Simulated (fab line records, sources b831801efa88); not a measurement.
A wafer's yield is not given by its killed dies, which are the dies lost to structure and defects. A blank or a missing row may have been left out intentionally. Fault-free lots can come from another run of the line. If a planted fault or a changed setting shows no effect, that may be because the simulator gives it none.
A struck lot beside a sound one    flow gf180mcu    28 out of 602 route steps
Sound: these wafers, L561.1, L561.2, L561.5. Wafers struck: L558.3, L558.4, L558.5. At the end, the cause is stated.
At each step with rows: each side's tool, then ch and its chambers, then its first start. Under that, the readings that differ: sound wafers    struck wafers    difference of the means    sigmas: that difference in standard deviations of wafers without a fault.
alike: a reading whose means differ by less than 2 such deviations, as well as words and numbers matching on both sides. not compared: withheld readings; readings where some wafer has no value; bounds like >300 that might hide an equal value; numbers whose values overlap and for which the record gives no deviation.
The two part at a step that has a row with sigmas, a row that says differs or no value, or rows on one side only. Non-overlapping numbers with no deviation appear without sigmas and do not part them. Lack of a reading on every wafer of one side parts them only where that side has two or more wafers.

GF_V3_OVL_MEAS_15:
  sound: overlay-02 at day 29 08:34; struck: overlay-01 at day 28 21:40
  alike: V3_OVL
then, 1 step without rows for these wafers: GF_V3_ETCH_16 (etches BARC in N2/H2).
GF_V3_ETCH_17: etches SiO2 in C4F8/O2/Ar, stops on TiN, target depth 635 nm.
  sound: rieDiel-04 ch 1,2,3; struck: rieDiel-04 ch 0,1,3
  alike: chamberPressureMTorr, oesProductAu
GF_V3_STRIP_18: strips in O2/N2.
  sound on plasmaAsher-01 ch 0,1, day 29 08:43; struck on plasmaAsher-03 ch 0,1, day 28 21:52
  alike: chamberPressureMTorr, drypumpMotorCurrentA, heaterPowerW, n2FlowSccm, o2FlowSccm, oesProductAu
  not compared: rfHoursCounterH
then, 2 steps without rows for these wafers: GF_V3_STRIP_19 (strips in post etch residue remover, time 1200 s); GF_V3_CLEAN_20 (cleans in DIW).
GF_V3_SPUTTER_21: material Ti, target thk 15 nm, time 80.02 s.
  sound: pvdSputter-04 at day 29 09:15; struck: pvdSputter-04 at day 28 22:23
  alike: cathodeDcPowerW, chamberPressurePa, throttleValvePct
GF_V3_SPUTTER_22: material TiN, target thk 10 nm, time 40 s.
  sound: pvdSputter-04 at day 29 09:19; struck: pvdSputter-04 at day 28 22:27
  alike: cathodeDcPowerW, chamberPressurePa, throttleValvePct
then, 1 step without rows for these wafers: GF_V3_CVD_23 (deposits W, target thk 350 nm, time 104.9 s).
GF_V3_RS_MEAS_24: measurement is done with a four-point probe.
  sound: filmMetro-01 at day 29 09:28; struck: filmMetro-03 at day 28 22:38
  alike: V3_W_RS
GF_V3_THK_MEAS_25: measures by xrf.
  sound: filmMetro-01 at day 29 09:35; struck: filmMetro-03 at day 28 22:44
  alike: V3_W_THK
then, 1 step without rows for these wafers: GF_V3_CMP_26 (polishes, stops on SiO2, t overpolish 15 s, target thk 0 nm).
GF_M4_SPUTTER_00: material Ti, target thk 37.5 nm, time 150 s.
  sound: pvdSputter-01 at day 29 09:57; struck: pvdSputter-02 at day 28 23:05
  no value came back on the struck wafers for cathodeDcPowerW (W), chamberPressurePa (Pa), throttleValvePct (%); on the sound wafers cathodeDcPowerW (W) reads 4000.3 3999.6 4000.7
then, 11 steps without rows for these wafers: GF_M4_SPUTTER_01 (material TiN, target thk 30 nm, time 25 s); GF_M4_SPUTTER_02 (material AlCu, target thk 450 nm, time 23.9 s); GF_M4_SPUTTER_03 (material Ti, target thk 10 nm, time 6.7 s); GF_M4_SPUTTER_04 (material TiN, target thk 50 nm, time 41.7 s); GF_M4_DEHYDRATE_07 (time 60 s); GF_M4_HMDS_08 (prime time 60 s); GF_M4_COAT_09 (resist thk 1000 nm); GF_M4_SOFTBAKE_10 (time 60 s); GF_M4_EXPOSE_11 (exposes mask Metal4, target cd 280 nm); GF_M4_PEB_12 (peb time 90 s); GF_M4_DEVELOP_13 (develop time 60 s).
GF_M4_CD_MEAS_14: the cd target is 280 nm.
  sound: cdSem-02 at day 30 04:38; struck: cdSem-01 at day 29 16:35
  alike: cdNm
GF_M4_OVL_MEAS_15:
  sound: overlay-02 at day 30 04:46; struck: overlay-02 at day 29 16:41
  alike: M4_OVL
GF_M4_METAL_ETCH_16: etches the open film in Cl2/BCl3, stops on SiO2, target depth 627.5 nm, time 104.6 s.
  sound on rieMetal-03 ch 0,1, day 30 04:47; struck on rieMetal-03 ch 0,1, day 29 16:45
reading              sound              struck             difference  sigmas
oesProductAu (a.u.)  0.968 0.963 0.968  0.999 0.989 0.988  +0.026      +4
  alike: chamberPressureMTorr, drypumpMotorCurrentA, throttleValvePct
  not compared: rfHoursCounterH
GF_M4_STRIP_17: strips in O2/N2.
  sound on plasmaAsher-02 ch 0,1, day 30 04:54; struck on plasmaAsher-02 ch 0,1, day 29 16:51
  alike: chamberPressureMTorr, drypumpMotorCurrentA, heaterPowerW, n2FlowSccm, o2FlowSccm, oesProductAu, stripTimeToEndpointS
  not compared: rfHoursCounterH

## WHERE THEY PART
At GF_M4_SPUTTER_00 first; at GF_M4_METAL_ETCH_16 last (within this record only). Later steps at which nothing parts them and some readings are alike: GF_M4_STRIP_17.

WHY: what had been put in by the simulator
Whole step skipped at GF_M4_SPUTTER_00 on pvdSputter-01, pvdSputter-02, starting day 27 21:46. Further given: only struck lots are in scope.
